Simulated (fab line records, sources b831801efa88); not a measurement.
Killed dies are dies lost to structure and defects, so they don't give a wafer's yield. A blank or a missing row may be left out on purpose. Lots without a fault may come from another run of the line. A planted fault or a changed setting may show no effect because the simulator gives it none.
fab line records | flow sky130
record lots=12 wafers=36 last_day=50
route steps=708 shown METAL4@600 CAP2M@615 VIA4@640 PAD_OPEN@708
lots that met no fault: from a run of the same line without faults
start_h: hours from the record's first day to the start of the lot's first wafer shown | wait_h: hours since the lot's step before | " the same as in the row above | L1.1+2: a row that stands for several wafers | - no value, or no start given | * or withheld: withheld | < > ~ a bound
route shown NAME@n: a module of which the file shows steps, and the number in the route of the first | usual: mean/standard deviation of fault-free wafers | same: alike in all rows | chamber/n: place in a boat | sites: the reading at each site | _std_site: their standard deviation | _edge_site: outer sites' mean less inner sites' | radius_mm: how far each site lies from the wafer's centre | mask NAME#n: copy n | behind: the tool/chamber that last shaped the wafer | hold: why the lot was held/for how many hours/how that ended | device: the transistor (n, p or np) that didn't switch | end of line: the same wafers' tests at the end of the route | a step without rows: its recipe alone | killed: dies lost to structure and defects at the first sort, not the wafer's yield | map: a wafer's dies, x killed, . not, _ none there
set.NAME: the setting as run; set.NAME@STEP: as run at that earlier step | model.NAME: the simulator's own value behind a step, which no gauge read
steps of the route over a sample of lots; a table a step, a row a wafer
services: from which hour (start_h, from the record's first day; less than 0 if before it) a tool's chamber was out of use, for how many hours, and why
## steps
# step SKY_METAL4_SPUTTER_02
# recipe material=AlCu target_thk_nm=735 power_w=10600 time_s=39.1 chamber_pressure_pa=0.4
# usual throttle_valve_pct=29.9/0.83
# columns lot.wafer tool chamber start_h wait_h throttle_valve_pct
L502.2 pvd_sputter-04 - 946.27 0.0 29.5
L502.4 " - " " 29.9
L502.6 " - " " 29.6
L504.2 pvd_sputter-03 - 962.13 0.0 30.4
L504.5 " - " " 30.3
L504.6 " - " " 29.9
L505.1 pvd_sputter-03 - 969.92 0.0 29.8
L505.5 " - " " 29.1
L505.6 " - " " 30.0
L506.1 pvd_sputter-03 - 974.14 0.0 29.9
L506.2 " - " " 30.0
L506.5 " - " " 30.2
L507.1 pvd_sputter-04 - 982.22 0.0 30.1
L507.4 " - " " 30.0
L507.5 " - " " 30.1
L509.3 pvd_sputter-04 - 991.32 0.0 30.1
L509.4 " - " " 30.1
L509.5 " - " " 29.5
L508.2 pvd_sputter-01 - 992.55 0.0 29.7
L508.5 " - " " 31.4
L508.6 " - " " 30.0
L514.2 pvd_sputter-04 - 1026.78 0.0 30.6
L514.4 " - " " 30.1
L514.5 " - " " 29.2
L521.2 pvd_sputter-01 - 1064.48 0.0 27.8
L521.3 " - " " 29.6
L521.5 " - " " 27.7
L522.4 pvd_sputter-04 - 1078.58 0.0 30.3
L522.5 " - " " 29.4
L522.6 " - " " 30.0
L523.1 pvd_sputter-01 - 1086.27 0.0 29.9
L523.4 " - " " 30.1
L523.6 " - " " 27.8
L524.1 pvd_sputter-04 - 1096.02 0.0 30.0
L524.4 " - " " 29.4
L524.6 " - " " 30.2
# step SKY_CAP2M_OVL_MEAS_12
# usual CAP2M_OVL=0.0/1.5
# columns lot.wafer tool chamber start_h wait_h CAP2M_OVL[nm]
L502.2 overlay-02 - 970.94 0.1 0.5
L502.4 " - " " 1.7
L502.6 " - " " 1.0
L504.2 overlay-01 - 986.31 0.1 1.0
L504.5 " - " " 1.1
L504.6 " - " " -0.2
L505.1 overlay-01 - 993.83 0.1 0.1
L505.5 " - " " -0.9
L505.6 " - " " -0.9
L506.1 overlay-01 - 997.73 0.1 -0.2
L506.2 " - " " -0.3
L506.5 " - " " -1.8
L507.1 overlay-01 - 1006.31 0.1 2.3
L507.4 " - " " 0.3
L507.5 " - " " 0.0
L509.3 overlay-01 - 1014.53 0.1 0.6
L509.4 " - " " -0.5
L509.5 " - " " 1.9
L508.2 overlay-01 - 1015.86 0.1 -1.1
L508.5 " - " " -0.9
L508.6 " - " " -1.5
L514.2 overlay-02 - 1048.67 0.1 2.4
L514.4 " - " " 0.3
L514.5 " - " " 1.3
L521.2 overlay-01 - 1085.81 0.1 -2.6
L521.3 " - " " -1.0
L521.5 " - " " -1.3
L522.4 overlay-02 - 1098.60 0.1 1.3
L522.5 " - " " 0.3
L522.6 " - " " -0.6
L523.1 overlay-01 - 1107.11 0.1 0.1
L523.4 " - " " -0.5
L523.6 " - " " 0.6
L524.1 overlay-01 - 1117.06 0.1 -0.7
L524.4 " - " " -0.8
L524.6 " - " " 0.0
# step SKY_METAL4_EXPOSE_10
# recipe mask_id=MM4 na=0.68 source_shape=annular sigma_inner=0.4 sigma_outer=0.8 target_cd_nm=300 dose_mj=28
# usual exposure_dose_mJ_cm2=27.999/0.029
# columns lot.wafer tool chamber start_h wait_h mask exposure_dose_mJ_cm2
L502.2 krf_scanner-01 0 983.15 - MM4#0 27.965
L502.4 " 0 " " MM4#0 27.974
L502.6 " 0 " " MM4#0 27.950
L504.2 krf_scanner-02 0 999.13 - MM4#0 28.006
L504.5 " 0 " " MM4#0 28.012
L504.6 " 0 " " MM4#0 28.022
L505.1 krf_scanner-02 0 1006.18 - MM4#0 27.945
L505.5 " 0 " " MM4#0 28.038
L505.6 " 0 " " MM4#0 27.994
L506.1 krf_scanner-01 0 1010.04 - MM4#0 27.984
L506.2 " 0 " " MM4#0 28.027
L506.5 " 0 " " MM4#0 28.033
L507.1 krf_scanner-02 0 1018.73 - MM4#0 27.950
L507.4 " 0 " " MM4#0 27.992
L507.5 " 0 " " MM4#0 27.958
L509.3 krf_scanner-01 0 1026.97 - MM4#0 27.983
L509.4 " 0 " " MM4#0 27.972
L509.5 " 0 " " MM4#0 27.979
L508.2 krf_scanner-01 0 1027.98 - MM4#0 27.995
L508.5 " 0 " " MM4#0 28.013
L508.6 " 0 " " MM4#0 27.992
L514.2 krf_scanner-01 0 1060.36 - MM4#0 27.533
L514.4 " 0 " " MM4#0 27.563
L514.5 " 0 " " MM4#0 27.531
L521.2 krf_scanner-02 0 1096.48 - MM4#0 28.027
L521.3 " 0 " " MM4#0 27.971
L521.5 " 0 " " MM4#0 27.956
L522.4 krf_scanner-02 0 1110.42 - MM4#0 27.991
L522.5 " 0 " " MM4#0 28.021
L522.6 " 0 " " MM4#0 28.002
L523.1 krf_scanner-01 0 1117.74 - MM4#0 28.004
L523.4 " 0 " " MM4#0 28.023
L523.6 " 0 " " MM4#0 28.001
L524.1 krf_scanner-01 0 1128.31 - MM4#0 28.041
L524.4 " 0 " " MM4#0 28.018
L524.6 " 0 " " MM4#0 28.033
# step SKY_METAL4_CD_MEAS_13
# recipe target_cd_nm=300
# usual cd_nm=300.2/1.5
# columns lot.wafer tool chamber start_h wait_h cd_nm
L502.2 cd_sem-02 - 995.48 - 298.2
L502.4 " - " " 300.2
L502.6 " - " " 298.6
L504.2 cd_sem-01 - 1010.35 - 298.5
L504.5 " - " " 299.7
L504.6 " - " " 298.9
L505.1 cd_sem-01 - 1017.51 - 302.5
L505.5 " - " " 302.2
L505.6 " - " " 303.3
L506.1 cd_sem-01 - 1021.48 - 299.7
L506.2 " - " " 299.8
L506.5 " - " " 300.8
L507.1 cd_sem-01 - 1029.61 - 301.2
L507.4 " - " " 302.3
L507.5 " - " " 301.4
L509.3 cd_sem-01 - 1038.05 - 300.6
L509.4 " - " " 301.5
L509.5 " - " " 299.8
L508.2 cd_sem-02 - 1039.40 - 300.7
L508.5 " - " " 302.0
L508.6 " - " " 301.0
L514.2 cd_sem-02 - 1070.53 - 285.7
L514.4 " - " " 282.1
L514.5 " - " " 293.5
L521.2 cd_sem-01 - 1107.10 - 299.9
L521.3 " - " " 301.6
L521.5 " - " " 300.6
L522.4 cd_sem-02 - 1119.72 - 299.4
L522.5 " - " " 300.5
L522.6 " - " " 300.1
L523.1 cd_sem-01 - 1127.81 - 299.5
L523.4 " - " " 298.8
L523.6 " - " " 298.8
L524.1 cd_sem-02 - 1137.48 - 299.7
L524.4 " - " " 299.6
L524.6 " - " " 299.9
# step SKY_VIA4_THK_MEAS_01
# recipe reads=SiO2_of_VIA4_HDPCVD_00
# usual VIA4_HDPCVD_THK=1744/17
# columns lot.wafer tool chamber start_h wait_h VIA4_HDPCVD_THK[nm]
L502.2 film_metro-04 - 996.77 0.1 1769
L502.4 " - " " 1762
L502.6 " - " " 1745
L504.2 film_metro-04 - 1011.70 0.1 1730
L504.5 " - " " 1743
L504.6 " - " " 1722
L505.1 film_metro-04 - 1018.96 0.2 1746
L505.5 " - " " 1748
L505.6 " - " " 1735
L506.1 film_metro-04 - 1022.74 0.1 1765
L506.2 " - " " 1752
L506.5 " - " " 1744
L507.1 film_metro-02 - 1030.92 0.1 1713
L507.4 " - " " 1706
L507.5 " - " " 1718
L509.3 film_metro-02 - 1039.34 0.1 1759
L509.4 " - " " 1771
L509.5 " - " " 1763
L508.2 film_metro-04 - 1040.64 0.1 1744
L508.5 " - " " 1737
L508.6 " - " " 1752
L514.2 film_metro-02 - 1072.18 0.1 1738
L514.4 " - " " 1724
L514.5 " - " " 1710
L521.2 film_metro-04 - 1108.86 0.1 1754
L521.3 " - " " 1725
L521.5 " - " " 1750
L522.4 film_metro-02 - 1120.98 0.0 1727
L522.5 " - " " 1742
L522.6 " - " " 1725
L523.1 film_metro-02 - 1129.07 0.1 1721
L523.4 " - " " 1723
L523.6 " - " " 1750
L524.1 film_metro-03 - 1138.75 0.1 1781
L524.4 " - " " 1762
L524.6 " - " " 1781
# step SKY_PAD_OPEN_PROBE_99
# usual defect_limited_yield=82.8/2 killed_at_M0_to_M3=43/7.2 killed_at_M4_up=3.0/2 killed_at_contacts=24/5.5 killed_at_front_end=15/4.2 killed_at_other=0.3/0.51 killed_dies=85/10 killed_on_rim=17/4 killed_open=46/7.3 killed_short=38/6.4 sort_bin_3_pad_short=0.9/0.42 sort_bin_5_function=10.3/1.5 sort_bin_6_memory=6.0/1.2 sort_n_pass=407/10 sort_yield_pct=82.8/2
# same gross_dies=492 killed_at_back_side=0 sort_bin_4_leakage[%]=0 sort_bin_8_speed[%]=0
# columns lot.wafer tool chamber start_h wait_h defect_limited_yield[%] killed_at_M0_to_M3 killed_at_M4_up killed_at_contacts killed_at_front_end killed_at_other killed_dies killed_on_rim killed_open killed_short sort_bin_3_pad_short[%] sort_bin_5_function[%] sort_bin_6_memory[%] sort_n_pass sort_yield_pct[%]
L502.2 prober-01 - 1090.73 0.1 81.7 41 3 34 11 1 90 19 45 45 0.6 10.8 6.9 402 81.7
L502.4 prober-01 - 1090.83 0.2 82.5 44 2 31 9 0 86 20 52 34 0 11.6 5.9 406 82.5
L502.6 prober-01 - 1090.93 0.2 81.9 48 5 29 7 0 89 24 45 44 0.4 9.8 7.9 403 81.9
L505.1 prober-02 - 1111.25 0.1 81.1 45 5 25 18 0 93 20 49 44 1.2 12.2 5.5 399 81.1
L505.5 prober-02 - 1111.45 0.2 81.7 48 3 27 12 0 90 21 45 45 1.2 11.0 6.1 402 81.7
L505.6 prober-02 - 1111.50 0.2 80.7 56 0 26 13 0 95 21 54 41 1.0 12.0 6.3 397 80.7
L507.1 prober-02 - 1120.70 0.1 79.9 40 3 26 29 1 99 22 49 50 1.4 12.0 6.7 393 79.9
L507.4 prober-02 - 1120.85 0.2 84.8 46 2 14 13 0 75 16 41 34 0.2 10.0 5.1 417 84.8
L507.5 prober-02 - 1120.90 0.2 79.7 47 4 28 21 0 100 23 58 42 1.2 12.0 7.1 392 79.7
L508.2 prober-02 - 1130.72 0.1 84.3 41 4 22 10 0 77 9 35 42 0.8 9.6 5.3 415 84.3
L508.5 prober-02 - 1130.87 0.2 83.7 35 1 28 15 1 80 21 42 38 0.6 11.4 4.3 412 83.7
L508.6 prober-02 - 1130.92 0.2 84.8 40 2 21 12 0 75 17 50 25 0.4 10.6 4.3 417 84.8
L514.2 prober-02 - 1156.60 0.1 80.5 46 6 27 17 0 96 19 52 44 0.8 12.0 6.7 396 80.5
L514.4 prober-02 - 1156.70 0.2 81.3 42 4 24 22 0 92 19 47 45 0.8 11.6 6.3 400 81.3
L514.5 prober-02 - 1156.75 0.2 85.2 34 3 22 14 0 73 16 32 41 1.2 8.1 5.5 419 85.2
L521.2 prober-01 - 1187.23 0.1 82.1 43 5 28 12 0 88 19 52 36 1.4 11.0 5.5 404 82.1
L521.3 prober-01 - 1187.28 0.2 84.3 36 1 28 12 0 77 14 42 35 0.8 9.8 5.1 415 84.3
L521.5 prober-01 - 1187.38 0.2 82.5 39 4 28 15 0 86 18 47 39 1.6 10.0 5.9 406 82.5
L522.4 prober-02 - 1197.74 0.2 80.5 56 3 17 19 1 96 15 52 44 0.8 12.2 6.5 396 80.5
L522.5 prober-02 - 1197.79 0.2 81.9 47 3 22 17 0 89 21 54 35 1.0 8.7 8.3 403 81.9
L522.6 prober-02 - 1197.84 0.2 83.3 44 3 24 11 0 82 12 43 39 1.0 11.2 4.5 410 83.3
# killed by level:class
L502.2 VIA3:geometric_particle:open=10 CONTACT:geometric_particle:open=9 CONTACT:geometric_particle:short=8 LI_CONTACT:geometric_particle:open=7 LOCAL_INTERCONNECT:geometric_particle:short=6 VIA1:geometric_particle:open=5 METAL1:geometric_particle:short=5 METAL2:geometric_particle:short=5
L502.4 CONTACT:geometric_particle:open=12 VIA3:geometric_particle:open=9 VIA2:geometric_particle:open=8 VIA1:geometric_particle:open=8 LI_CONTACT:geometric_particle:open=6 METAL2:geometric_particle:short=5 LI_CONTACT:geometric_particle:short=4 LOCAL_INTERCONNECT:geometric_particle:short=4
L502.6 VIA1:geometric_particle:open=17 CONTACT:geometric_particle:open=9 VIA1:geometric_particle:short=9 LI_CONTACT:geometric_particle:open=7 LOCAL_INTERCONNECT:geometric_particle:short=6 VIA3:geometric_particle:short=5 VIA2:geometric_particle:short=4 VIA2:geometric_particle:open=4
L505.1 CONTACT:geometric_particle:short=9 VIA1:geometric_particle:open=9 FIELD_ISO:geometric_particle:short=7 CONTACT:geometric_particle:open=7 VIA2:geometric_particle:open=7 VIA3:geometric_particle:open=6 FIELD_ISO:geometric_particle:open=5 POLY_GATE:geometric_particle:open=5
L505.5 CONTACT:geometric_particle:open=10 METAL1:geometric_particle:short=10 VIA1:geometric_particle:short=7 LI_CONTACT:geometric_particle:open=6 VIA1:geometric_particle:open=6 VIA3:geometric_particle:open=6 CONTACT:geometric_particle:short=5 VIA2:geometric_particle:open=5
L505.6 VIA1:geometric_particle:open=15 CONTACT:geometric_particle:open=9 LI_CONTACT:geometric_particle:open=8 METAL2:geometric_particle:short=7 METAL3:geometric_particle:short=7 VIA3:geometric_particle:open=6 METAL1:geometric_particle:short=5 VIA2:geometric_particle:open=5
L507.1 CONTACT:geometric_particle:open=11 FIELD_ISO:geometric_particle:short=10 FIELD_ISO:geometric_particle:open=8 VIA1:geometric_particle:open=8 VIA1:geometric_particle:short=6 VIA2:geometric_particle:open=6 LI_CONTACT:geometric_particle:open=5 METAL2:geometric_particle:short=5
L507.4 VIA1:geometric_particle:open=12 VIA3:geometric_particle:open=6 METAL2:geometric_particle:short=6 LI_CONTACT:geometric_particle:open=5 CONTACT:geometric_particle:short=5 VIA1:geometric_particle:short=5 VIA2:geometric_particle:short=4 VIA2:geometric_particle:open=4
L507.5 CONTACT:geometric_particle:open=10 VIA1:geometric_particle:open=9 VIA3:geometric_particle:open=8 LI_CONTACT:geometric_particle:open=7 VIA2:geometric_particle:open=7 VIA1:geometric_particle:short=7 FIELD_ISO:geometric_particle:open=6 POLY_GATE:geometric_particle:open=6
L508.2 CONTACT:geometric_particle:open=9 CONTACT:geometric_particle:short=7 VIA2:geometric_particle:short=7 VIA1:geometric_particle:short=6 VIA1:geometric_particle:open=6 METAL3:geometric_particle:short=4 VIA3:geometric_particle:open=4 VIA2:geometric_particle:open=4
L508.5 CONTACT:geometric_particle:open=10 CONTACT:geometric_particle:short=7 VIA3:geometric_particle:open=6 LI_CONTACT:geometric_particle:open=6 VIA2:geometric_particle:open=6 VIA1:geometric_particle:short=6 FIELD_ISO:geometric_particle:open=4 FIELD_ISO:geometric_particle:short=4
L508.6 CONTACT:geometric_particle:open=12 VIA1:geometric_particle:open=9 VIA3:geometric_particle:open=7 FIELD_ISO:geometric_particle:open=4 LI_CONTACT:geometric_particle:open=4 METAL1:geometric_particle:short=4 VIA1:geometric_particle:short=4 VIA2:geometric_particle:open=4
L514.2 VIA1:geometric_particle:open=12 CONTACT:geometric_particle:open=9 LI_CONTACT:geometric_particle:open=8 VIA2:geometric_particle:open=7 METAL2:geometric_particle:short=7 FIELD_ISO:geometric_particle:open=5 METAL4:geometric_particle:short=5 POLY_GATE:geometric_particle:short=4
L514.4 METAL2:geometric_particle:short=9 POLY_GATE:geometric_particle:short=8 LI_CONTACT:geometric_particle:open=8 CONTACT:geometric_particle:open=8 VIA1:geometric_particle:open=8 VIA3:geometric_particle:open=7 VIA2:geometric_particle:open=5 FIELD_ISO:geometric_particle:open=4
L514.5 VIA1:geometric_particle:open=7 CONTACT:geometric_particle:short=7 VIA3:geometric_particle:open=6 CONTACT:geometric_particle:open=5 POLY_GATE:geometric_particle:short=4 LI_CONTACT:geometric_particle:short=4 LOCAL_INTERCONNECT:geometric_particle:short=3 METAL1:geometric_particle:short=3
L521.2 CONTACT:geometric_particle:open=10 LI_CONTACT:geometric_particle:open=9 VIA1:geometric_particle:open=8 VIA3:geometric_particle:open=7 CONTACT:geometric_particle:short=6 VIA2:geometric_particle:open=6 VIA3:geometric_particle:short=6 METAL2:geometric_particle:short=5
L521.3 CONTACT:geometric_particle:open=14 VIA1:geometric_particle:open=10 CONTACT:geometric_particle:short=6 VIA2:geometric_particle:open=6 LI_CONTACT:geometric_particle:short=4 VIA1:geometric_particle:short=4 FIELD_ISO:geometric_particle:short=3 FIELD_ISO:geometric_particle:open=3
L521.5 VIA3:geometric_particle:open=9 LI_CONTACT:geometric_particle:open=8 CONTACT:geometric_particle:short=8 CONTACT:geometric_particle:open=6 VIA2:geometric_particle:open=6 FIELD_ISO:geometric_particle:short=5 VIA1:geometric_particle:short=5 VIA1:geometric_particle:open=4
L522.4 VIA1:geometric_particle:open=17 POLY_GATE:geometric_particle:short=6 LI_CONTACT:geometric_particle:open=6 VIA3:geometric_particle:open=6 VIA1:geometric_particle:short=5 CONTACT:geometric_particle:open=5 METAL2:geometric_particle:short=5 METAL3:geometric_particle:short=5
L522.5 VIA1:geometric_particle:open=12 CONTACT:geometric_particle:open=11 METAL1:geometric_particle:short=9 LI_CONTACT:geometric_particle:open=7 FIELD_ISO:geometric_particle:short=6 VIA3:geometric_particle:open=5 VIA2:geometric_particle:short=5 POLY_GATE:geometric_particle:open=4
L522.6 LI_CONTACT:geometric_particle:open=8 VIA3:geometric_particle:open=8 CONTACT:geometric_particle:open=7 LOCAL_INTERCONNECT:geometric_particle:short=6 METAL1:geometric_particle:short=5 VIA1:geometric_particle:open=5 VIA2:geometric_particle:open=5 VIA2:geometric_particle:short=4
## services
# columns tool chamber start_h hours kind
krf_scanner-02 - 927.92 1.0 pm
krf_scanner-01 - 928.92 4.4 pm
krf_scanner-02 - 931.21 0.4 repair
krf_scanner-01 - 933.30 4.4 pm
pvd_sputter-01 - 936.49 51.4 repair
krf_scanner-01 - 937.69 1.3 pm
krf_scanner-01 - 939.38 0.5 repair
krf_scanner-01 - 951.74 7.2 pm
pvd_sputter-01 - 953.44 6.6 repair
krf_scanner-02 - 958.94 7.2 pm
krf_scanner-02 - 969.16 4.4 pm
krf_scanner-02 - 984.50 1.3 pm
pvd_sputter-04 2 984.66 - consumable_replace:kit
pvd_sputter-04 2 984.66 18.0 scheduled_down
pvd_sputter-04 2 984.66 18.0 vent_cycle
krf_scanner-01 - 1010.97 1.0 pm
krf_scanner-01 - 1036.63 0.8 pm
pvd_sputter-03 - 1046.42 24.0 repair
krf_scanner-02 - 1052.73 0.8 pm
pvd_sputter-04 - 1059.59 7.5 repair
krf_scanner-01 - 1071.33 0.8 repair
krf_scanner-02 - 1081.70 1.0 pm
krf_scanner-01 - 1096.22 1.3 repair
krf_scanner-01 - 1112.30 1.3 pm
## key
first_sign step=SKY_METAL4_EXPOSE_10 reading=exposure_dose_mJ_cm2 direction=down sigmas=16 usual=* struck=*
effect step=SKY_METAL4_CD_MEAS_13 reading=cd_nm direction=down sigmas=8.8 usual=300.2 struck=287.1 through=control_loop
met_at SKY_METAL4_EXPOSE_10
struck_lots L514
loop_trim step=SKY_METAL4_EXPOSE_10 setting=dose lots=L514
not_acting_at SKY_METAL4_SPUTTER_02,SKY_CAP2M_OVL_MEAS_12,SKY_VIA4_THK_MEAS_01
onset_between 1027.98 1060.36
fault kind=process_parameter_drift tool=krf_scanner-01 chamber=- onset_h=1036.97 steps=SKY_METAL4_EXPOSE_10 channel=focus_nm offset=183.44 spread_by_wafer=0.3 shape=step end_h=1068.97
# loop_trim: a control loop set the setting to another value than it would have without faults
